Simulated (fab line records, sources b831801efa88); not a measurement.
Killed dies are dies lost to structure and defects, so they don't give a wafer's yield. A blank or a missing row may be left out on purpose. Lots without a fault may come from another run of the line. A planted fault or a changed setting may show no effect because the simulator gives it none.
fab line records | flow sky130
record lots=11 wafers=33 last_day=50
route steps=708 shown LDD_LDN@301 SD_N@358 LI_CONTACT@362 LOCAL_INTERCONNECT@387
lots that met no fault: from a run of the same line without faults
start_h: hours from the record's first day to the start of the lot's first wafer shown | wait_h: hours since the lot's step before | " the same as in the row above | L1.1+2: a row that stands for several wafers | - no value, or no start given | * or withheld: withheld | < > ~ a bound
route shown NAME@n: a module of which the file shows steps, and the number in the route of the first | usual: mean/standard deviation of fault-free wafers | same: alike in all rows | chamber/n: place in a boat | sites: the reading at each site | _std_site: their standard deviation | _edge_site: outer sites' mean less inner sites' | radius_mm: how far each site lies from the wafer's centre | mask NAME#n: copy n | behind: the tool/chamber that last shaped the wafer | hold: why the lot was held/for how many hours/how that ended | device: the transistor (n, p or np) that didn't switch | end of line: the same wafers' tests at the end of the route | a step without rows: its recipe alone | killed: dies lost to structure and defects at the first sort, not the wafer's yield | map: a wafer's dies, x killed, . not, _ none there
set.NAME: the setting as run; set.NAME@STEP: as run at that earlier step | model.NAME: the simulator's own value behind a step, which no gauge read
steps of the route over a sample of lots; a table a step, a row a wafer
services: from which hour (start_h, from the record's first day; less than 0 if before it) a tool's chamber was out of use, for how many hours, and why
## steps
# step SKY_LDD_LDN_STRIP_12
# recipe chemistry=O2/N2 power_w=1400 pressure_mtorr=1500 platen_temp_c=withheld o2_flow_sccm=3000 n2_flow_sccm=300 overash_fraction=0.5
# usual drypump_motor_current_A=5.4/0.41 oes_product_au=0.715/0.0047 strip_time_to_endpoint_s=14.16/0.034
# columns lot.wafer tool chamber start_h wait_h drypump_motor_current_A oes_product_au rf_hours_counter_h strip_time_to_endpoint_s
L543.2 plasma_asher-01 0 532.03 0.1 5.5 0.711 41 14.18
L543.3 " 1 " " 5.5 0.720 - 14.13
L543.5 " 1 " " 5.5 0.724 - 14.16
L544.2 plasma_asher-04 0 544.48 0.1 5.7 0.712 74 14.16
L544.3 " 1 " " 5.1 0.714 - 14.18
L544.4 " 0 " " 5.7 0.721 - 14.20
L546.1 plasma_asher-01 1 560.18 0.1 5.5 0.717 43 14.14
L546.3 " 0 " " 5.5 0.711 - 14.15
L546.5 " 1 " " 5.5 0.717 - 14.14
L554.1 plasma_asher-02 0 632.58 0.1 5.9 0.721 96 14.20
L554.3 " 0 " " 5.9 0.710 - 14.20
L554.6 " 0 " " 5.9 0.714 - 14.19
L555.1 plasma_asher-02 1 646.38 0.1 4.7 0.718 98 14.12
L555.3 " 0 " " 5.8 0.715 - 14.13
L555.5 " 0 " " 5.8 0.714 - 14.14
L558.1 plasma_asher-04 0 658.93 0.1 5.6 0.719 82 14.15
L558.2 " 1 " " 5.0 0.717 82 14.21
L558.5 " 1 " " 5.0 0.720 - 14.20
L559.4 plasma_asher-02 0 662.52 0.1 5.9 0.714 - 14.18
L559.5 " 0 " " 5.9 0.712 - 14.18
L559.6 " 1 " " 4.7 0.724 - 14.21
L560.1 plasma_asher-02 0 674.38 0.1 5.8 0.711 101 14.21
L560.3 " 1 " " 4.7 0.712 - 14.16
L560.6 " 1 " " 4.7 0.709 - 14.19
L562.2 plasma_asher-01 1 694.53 0.1 5.5 0.722 58 14.10
L562.3 " 1 " " 5.5 0.711 - 14.15
L562.4 " 0 " " 5.5 0.717 - 14.11
L563.1 plasma_asher-02 0 698.28 0.1 5.8 0.723 103 14.16
L563.4 " 1 " " 4.7 0.711 - 14.15
L563.6 " 0 " " 5.8 0.721 - 14.16
L564.2 plasma_asher-02 0 704.38 0.1 5.8 0.715 104 14.16
L564.3 " 0 " " 5.8 0.724 - 14.17
L564.6 " 1 " " 4.7 0.711 - 14.17
# step SKY_SD_N_RS_MEAS_16
# recipe thk_meas_gauge=four-point-probe
# usual SD_N_RS=68.57/0.11
# columns lot.wafer tool chamber start_h wait_h SD_N_RS[ohm/sq]
L543.2 film_metro-01 - 652.55 0.1 68.56
L543.3 " - " " 68.42
L543.5 " - " " 68.38
L544.2 film_metro-03 - 662.41 0.1 68.64
L544.3 " - " " 68.74
L544.4 " - " " 68.63
L546.1 film_metro-02 - 677.14 0.1 68.43
L546.3 " - " " 68.58
L546.5 " - " " 68.54
L554.1 film_metro-03 - 744.24 0.1 68.48
L554.3 " - " " 68.51
L554.6 " - " " 68.50
L555.1 film_metro-02 - 762.83 0.1 68.80
L555.3 " - " " 68.63
L555.5 " - " " 68.60
L558.1 film_metro-01 - 771.84 0.1 68.65
L558.2 " - " " 68.57
L558.5 " - " " 68.62
L559.4 film_metro-03 - 776.10 0.1 68.62
L559.5 " - " " 68.67
L559.6 " - " " 68.60
L560.1 film_metro-01 - 787.09 0.1 68.41
L560.3 " - " " 68.38
L560.6 " - " " 68.61
L562.2 film_metro-03 - 805.21 0.1 68.62
L562.3 " - " " 68.59
L562.4 " - " " 68.52
L563.1 film_metro-03 - 807.84 0.1 68.69
L563.4 " - " " 68.53
L563.6 " - " " 68.46
L564.2 film_metro-02 - 815.81 0.1 68.56
L564.3 " - " " 68.57
L564.6 " - " " 68.82
# step SKY_LI_CONTACT_HDPCVD_00
# recipe material=PSG target_thk_nm=930 sigma_open_frac=0.3 time_s=155 temp_c=600 sih4_flow_sccm=60 pressure_mtorr=6
# usual run_length_s=182.7/0.58
# columns lot.wafer tool chamber start_h wait_h run_length_s
L543.2 hdpcvd-01 1 652.91 0.0 182.5
L543.3 " 2 " " 183.0
L543.5 " 0 " " 182.7
L544.2 hdpcvd-01 1 662.76 0.0 194.4
L544.3 " 0 " " 194.1
L544.4 " 0 " " 194.2
L546.1 hdpcvd-01 2 677.52 0.0 194.9
L546.3 " 1 " " 193.7
L546.5 " 1 " " 194.2
L554.1 hdpcvd-01 0 744.62 0.0 182.7
L554.3 " 1 " " 182.1
L554.6 " 0 " " 182.5
L555.1 hdpcvd-02 1 763.21 0.0 183.7
L555.3 " 2 " " 184.0
L555.5 " 2 " " 183.0
L558.1 hdpcvd-02 1 772.21 0.0 183.4
L558.2 " 2 " " 182.9
L558.5 " 2 " " 183.2
L559.4 hdpcvd-01 0 776.47 0.1 182.8
L559.5 " 2 " " 182.4
L559.6 " 1 " " 182.6
L560.1 hdpcvd-01 2 787.46 0.0 183.5
L560.3 " 0 " " 183.1
L560.6 " 2 " " 182.4
L562.2 hdpcvd-01 1 805.57 0.0 182.5
L562.3 " 0 " " 183.1
L562.4 " 2 " " 183.1
L563.1 hdpcvd-02 2 808.21 0.0 183.5
L563.4 " 0 " " 181.7
L563.6 " 2 " " 182.9
L564.2 hdpcvd-01 0 816.17 0.0 182.9
L564.3 " 2 " " 182.5
L564.6 " 0 " " 182.6
# step SKY_LI_CONTACT_THK_MEAS_01
# recipe reads=PSG_of_LI_CONTACT_HDPCVD_00
# usual LI_CONTACT_HDPCVD_THK=938/9.5
# columns lot.wafer tool chamber start_h wait_h LI_CONTACT_HDPCVD_THK[nm]
L543.2 film_metro-03 - 653.02 0.1 938
L543.3 " - " " 942
L543.5 " - " " 938
L544.2 film_metro-01 - 662.88 0.1 1004
L544.3 " - " " 992
L544.4 " - " " 1000
L546.1 film_metro-02 - 677.62 0.1 1008
L546.3 " - " " 1003
L546.5 " - " " 1001
L554.1 film_metro-01 - 744.72 0.1 942
L554.3 " - " " 942
L554.6 " - " " 941
L555.1 film_metro-02 - 763.31 0.1 948
L555.3 " - " " 941
L555.5 " - " " 951
L558.1 film_metro-02 - 772.32 0.1 943
L558.2 " - " " 951
L558.5 " - " " 956
L559.4 film_metro-03 - 776.55 0.0 951
L559.5 " - " " 938
L559.6 " - " " 946
L560.1 film_metro-03 - 787.57 0.1 935
L560.3 " - " " 944
L560.6 " - " " 934
L562.2 film_metro-03 - 805.68 0.1 946
L562.3 " - " " 952
L562.4 " - " " 947
L563.1 film_metro-01 - 808.32 0.1 942
L563.4 " - " " 948
L563.6 " - " " 947
L564.2 film_metro-03 - 816.28 0.1 934
L564.3 " - " " 935
L564.6 " - " " 943
# step SKY_LI_CONTACT_CMP_02
# recipe material=PSG down_force_psi=4 platen_rpm=60 pad_velocity_m_s=0.94248
# usual motor_current_A=11.6/1 retaining_ring_pressure_frac=1.000/0.0047 time_to_endpoint_s=32.0/2.7
# columns lot.wafer tool chamber start_h wait_h motor_current_A retaining_ring_pressure_frac time_to_endpoint_s
L543.2 cmp-01 1 653.12 0.1 10.4 0.997 31.5
L543.3 " 2 " " 12.2 1.002 31.9
L543.5 " 0 " " 12.0 1.001 32.4
L544.3 cmp-02 2 662.93 0.0 10.1 1.000 37.1
L544.4 " 3 " " 12.6 0.994 38.0
L544.2 " 0 " " 11.4 0.994 41.8
L546.3 cmp-01 1 677.90 0.3 10.2 0.996 40.7
L546.1 " 3 " " 12.7 0.998 41.6
L546.5 " 1 " " 10.3 1.002 41.3
L554.3 cmp-01 1 744.83 0.1 9.6 0.993 30.4
L554.1 " 2 " " 12.5 0.995 32.8
L554.6 " 1 " " 10.8 0.996 30.2
L555.3 cmp-01 3 763.37 0.0 11.9 0.998 33.6
L555.1 " 2 " " 12.7 0.996 30.8
L555.5 " 3 " " 13.1 0.994 32.6
L558.1 cmp-01 3 772.43 0.1 12.3 0.998 33.6
L558.2 " 1 " " 10.7 0.994 32.8
L558.5 " 3 " " 12.6 0.999 34.6
L559.4 cmp-02 0 776.63 0.1 11.7 1.007 34.8
L559.5 " 3 " " 13.4 0.996 35.2
L559.6 " 0 " " 10.9 0.997 32.1
L560.3 cmp-01 1 787.68 0.1 11.0 0.999 25.6
L560.1 " 3 " " 12.7 0.998 27.4
L560.6 " 1 " " 10.8 0.998 29.1
L562.2 cmp-01 2 805.73 0.0 12.1 0.993 29.4
L562.3 " 0 " " 12.1 1.003 28.9
L562.4 " 1 " " 10.7 1.001 28.4
L563.1 cmp-02 1 808.38 0.1 10.2 0.997 33.4
L563.4 " 3 " " 12.5 1.000 34.1
L563.6 " 2 " " 10.8 0.995 34.0
L564.2 cmp-01 1 816.33 0.0 10.3 0.999 29.0
L564.3 " 0 " " 11.8 1.004 29.6
L564.6 " 2 " " 12.2 0.997 30.8
# step SKY_LOCAL_INTERCONNECT_SPUTTER_00
# recipe material=TiN target_thk_nm=100 temp_c=300 power_w=6500 time_s=83.3 chamber_pressure_pa=0.4
# usual substrate_temp_c=300.02/0.19 throttle_valve_pct=30.0/0.87
# same time_s=83.3
# columns lot.wafer tool chamber start_h wait_h substrate_temp_c throttle_valve_pct
L543.2 pvd_sputter-02 - 682.56 0.1 300.19 28.8
L543.3 " - " " 299.93 30.3
L543.5 " - " " 300.11 29.8
L544.2 pvd_sputter-04 - 692.31 0.1 300.12 28.7
L544.3 " - " " 299.96 29.4
L544.4 " - " " 300.11 30.5
L546.1 pvd_sputter-03 - 707.75 0.1 299.62 30.7
L546.3 " - " " 299.80 30.3
L546.5 " - " " 300.01 30.5
L554.1 pvd_sputter-02 - 773.59 0.1 300.31 29.1
L554.3 " - " " 300.29 29.5
L554.6 " - " " 300.21 30.7
L555.1 pvd_sputter-02 - 791.84 0.1 299.90 29.4
L555.3 " - " " 300.18 30.5
L555.5 " - " " 300.33 30.4
L558.1 pvd_sputter-03 - 800.52 0.1 300.24 30.5
L558.2 " - " " 300.11 30.6
L558.5 " - " " 300.02 29.5
L559.4 pvd_sputter-03 - 805.35 0.1 299.96 29.5
L559.5 " - " " 299.64 30.3
L559.6 " - " " 299.75 29.6
L560.1 pvd_sputter-04 - 815.62 0.1 299.87 31.3
L560.3 " - " " 299.78 28.7
L560.6 " - " " 299.96 30.4
L562.2 pvd_sputter-04 - 833.28 0.2 299.80 30.7
L562.3 " - " " 300.24 28.5
L562.4 " - " " 299.80 31.5
L563.1 pvd_sputter-03 - 836.27 0.1 299.78 30.2
L563.4 " - " " 300.15 29.4
L563.6 " - " " 300.11 30.3
L564.2 pvd_sputter-04 - 844.84 0.2 300.17 29.1
L564.3 " - " " 300.20 28.5
L564.6 " - " " 300.35 29.4
## services
# columns tool chamber start_h hours kind
cmp-01 - 516.98 0.9 repair
cmp-02 - 523.55 2.4 repair
cmp-02 - 528.51 0.8 repair
hdpcvd-02 0 537.38 5.6 repair
pvd_sputter-02 - 542.85 2.5 repair
plasma_asher-01 - 547.51 7.4 repair
pvd_sputter-02 - 566.50 2.4 repair
cmp-02 - 572.71 2.9 repair
cmp-01 - 577.57 4.0 pm
hdpcvd-02 1 579.81 6.9 repair
cmp-02 - 588.92 2.9 repair
cmp-02 - 595.45 0.8 repair
pvd_sputter-02 - 607.23 0.6 repair
hdpcvd-02 - 627.37 2.4 repair
cmp-01 - 667.76 0.6 repair
cmp-01 - 670.16 4.0 pm
cmp-01 - 696.49 5.8 repair
cmp-01 - 722.53 5.2 pm
plasma_asher-02 - 733.75 9.0 pm
hdpcvd-01 - 748.36 2.8 pm
hdpcvd-01 - 766.99 5.5 pm
cmp-01 - 785.94 0.7 repair
plasma_asher-02 - 822.15 2.8 pm
hdpcvd-01 - 836.66 0.7 repair
## key
first_sign step=SKY_LI_CONTACT_HDPCVD_00 reading=run_length_s direction=up sigmas=20 usual=* struck=*
effect step=SKY_LI_CONTACT_THK_MEAS_01 reading=LI_CONTACT_HDPCVD_THK direction=up sigmas=6.7 usual=938 struck=1001
effect step=SKY_LI_CONTACT_CMP_02 reading=time_to_endpoint_s direction=up sigmas=3 usual=* struck=*
met_at SKY_LI_CONTACT_HDPCVD_00
struck_lots L544,L546
tester_left_out L544,L546
not_acting_at SKY_LDD_LDN_STRIP_12,SKY_SD_N_RS_MEAS_16,SKY_LOCAL_INTERCONNECT_SPUTTER_00
onset_between 652.91 662.76
fault kind=process_parameter_drift tool=hdpcvd-01 chamber=- onset_h=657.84 steps=SKY_LI_CONTACT_HDPCVD_00 channel=time_s offset=* shape=step end_h=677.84 acts_in=* stated=*
# tester_left_out: of these lots the tester's yield and bins aren't shown, on N5 and GAA mostly nor the transistor test; their killed dies are dies lost to structure and defects alone, not to doping, threshold or leakage, so they don't give the yield
